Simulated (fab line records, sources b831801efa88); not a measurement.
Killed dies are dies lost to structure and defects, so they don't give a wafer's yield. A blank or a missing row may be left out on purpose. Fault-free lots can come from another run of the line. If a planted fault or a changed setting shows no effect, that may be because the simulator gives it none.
8D (eight disciplines) problem report, filled in by code + flow sky130 + the parts of the form that need people (team, actions taken, sign-off) are left out

1. WHAT IS WRONG
Mean NWELL_2_TW at SKY_NWELL_TW_MEAS_26: 462.7 over 6 wafers in 2 lots; fault-free wafers: 501.2, standard deviation 2.6. That puts it -15 standard deviations away from the usual mean.
The first sign was on wafer L489.4 at day 9 18:19, on film metro-04. The record has a number at this step for 36 wafers belonging to 12 lots. Rule for "out", or "out of limits": more than 4 standard deviations from the usual mean. The rest of the wafers with a number are treated as sound.

2. WHAT IT IS, WHAT IT ISN'T
| question                    | is                           | is not                                                                    |
|-----------------------------|------------------------------|---------------------------------------------------------------------------|
| which readings at this step | NWELL_2_TW                   | -                                                                         |
| which lots                  | L489, L490                   | L471, L472, L473, L477, L478, L481, L482, L488, L493, L494                |
| which wafers of those lots  | all that have a number       | -                                                                         |
| read on which gauges        | film metro-01, film metro-04 | film metro-02                                                             |
| when                        | from day 9 18:19             | up to then (24 sound wafers); but 6 sound wafers of L493, L494 came after |

3. SUSPECTS, AND WHAT RULES EACH OUT
Counting: any tool at a process step up to the reading is kept as a suspect provided that every lot that is out went through it and no sound lot did after the first of them.
- ruled out: the gauge at SKY_NWELL_TW_MEAS_26. The wafers that are out were read on 2 gauges (film metro-01, film metro-04).
- implanter-04 at SKY_NWELL_IMPLANT_24: kept. It ran every lot that is out, first L489 (day 9 18:07), and no sound lot after that; its last sound lot up to then is L482 (day 8 03:16).
After counting, what remains is implanter-04 at SKY_NWELL_IMPLANT_24.

4. THE CAUSE (what the simulator had put in)
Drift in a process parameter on implanter-04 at SKY_NWELL_IMPLANT_24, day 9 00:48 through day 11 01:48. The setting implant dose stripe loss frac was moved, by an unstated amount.
Counting left only this tool.

5. THE CHAIN OF EFFECTS, in route order
Each row: a reading where the mean over the struck wafers with a number is more than 3 standard deviations away from the usual. Readings are gone through only where the record gives a usual standard deviation; hours: the median, over the lots, of the time from a lot's start at the first step in this table giving one to that lot's start at this step; sigmas: the change measured in usual standard deviations.
| hours | step                 | reading    | usual | on struck wafers | change | sigmas |
|-------|----------------------|------------|-------|------------------|--------|--------|
| 0     | SKY_NWELL_TW_MEAS_26 | NWELL_2_TW | 501.2 | 462.7            | -38.5  | -15    |
Later measuring or inspecting steps at which every struck wafer that the step has a row for has a number for every such reading, and none has moved that far: SKY_NWELL_RS_MEAS_31.

6. WHAT WOULD HAVE CAUGHT IT SOONER
In this record the first reading out of limits at a measuring or inspecting step was taken at day 9 18:19, 18 hours after the fault began at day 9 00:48.
Of the lots that are out (2), L490 began SKY_NWELL_IMPLANT_24 on implanter-04 after day 9 18:19. A tool hold placed at that time would have kept it from harm.
